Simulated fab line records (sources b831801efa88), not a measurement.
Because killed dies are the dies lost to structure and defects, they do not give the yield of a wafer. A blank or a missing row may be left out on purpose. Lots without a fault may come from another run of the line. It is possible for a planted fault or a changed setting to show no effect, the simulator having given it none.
Matching of chambers + flow sky130 + 4 sister chambers for SKY_CONTACT_ETCH_18 on rieDiel-04
The step etches Si3N4 in CHF3/O2, stops on TiN, time 39 s, target depth 75 nm. 14 wafers are shown with their chamber, then 7 later ones without.

== WAFERS WITH THEIR CHAMBER ==
| wafer  | chamber | drypumpMotorCurrentA (A) | rfFwdPowerW (W) | throttleValvePct (%) |
|--------|---------|--------------------------|-----------------|----------------------|
| L187.2 | 2       | 5.0                      | 591.4           | 8.799                |
| L187.3 | 0       | 5.5                      | 597.5           | 8.792                |
| L187.5 | 3       | 6.0                      | 591.7           | 8.787                |
| L190.2 | 3       | 6.0                      | 594.0           | 8.788                |
| L190.4 | 2       | 5.0                      | 589.4           | 8.812                |
| L190.6 | 3       | 6.0                      | 592.6           | 8.784                |
| L192.2 | 2       | 4.9                      | 591.0           | 8.802                |
| L192.3 | 0       | 5.5                      | 595.4           | 8.795                |
| L192.4 | 0       | 5.5                      | 594.7           | 8.790                |
| L193.1 | 0       | 5.5                      | 596.8           | 8.814                |
| L193.3 | 1       | 6.6                      | 597.4           | 8.800                |
| L193.4 | 2       | 5.0                      | 591.4           | 8.791                |
| L199.3 | 2       | 5.0                      | 595.1           | 8.783                |
| L199.5 | 1       | 6.6                      | 594.7           | 8.798                |

SIGNATURES, as means of the wafers listed above
| reading              | chamber 0 | chamber 1 | chamber 2 | chamber 3 | scatter within a chamber |
|----------------------|-----------|-----------|-----------|-----------|--------------------------|
| drypumpMotorCurrentA | 5.500     | 6.600     | 4.980     | 6.000     | 0.0283                   |
| rfFwdPowerW          | 596.100   | 596.050   | 591.660   | 592.767   | 1.7                      |
| throttleValvePct     | 8.79775   | 8.79900   | 8.79740   | 8.78633   | 0.00928                  |
Rule: a wafer lies at a distance from a chamber equal to the root of the sum of squares, over the readings, of (its reading less the chamber's mean, divided by the reading's scatter). The wafer belongs to the nearest chamber; if the next one is less than 2 further off, it can't be placed. The scatter: take each reading less its chamber's mean, square it, sum over the shown wafers, divide by the number of wafers less the number of chambers, and take the root.

== WAFERS WHOSE CHAMBER IS MISSING ==
| wafer  | drypumpMotorCurrentA (A) | rfFwdPowerW (W) | throttleValvePct (%) |
|--------|--------------------------|-----------------|----------------------|
| L199.6 | 5.0                      | 593.0           | 8.790                |
| L205.2 | 5.0                      | 589.9           | 8.798                |
| L205.3 | 5.5                      | 597.4           | 8.795                |
| L205.4 | 6.5                      | 593.8           | 8.793                |
| L207.1 | 6.5                      | 592.6           | 8.799                |
| L207.2 | 6.0                      | 592.2           | 8.795                |
| L207.4 | 5.5                      | 598.3           | 8.794                |

== CHAMBER TAKEN BY EACH ==
| wafer  | from the rows above | in truth |
|--------|---------------------|----------|
| L199.6 | 2                   | 2        |
| L205.2 | 2                   | 2        |
| L205.3 | 0                   | 0        |
| L205.4 | 1                   | 1        |
| L207.1 | 1                   | 1        |
| L207.2 | 3                   | 3        |
| L207.4 | 0                   | 0        |
7 of 7 placed correctly. Not placeable from these rows: 0. Wrongly placed: 0.
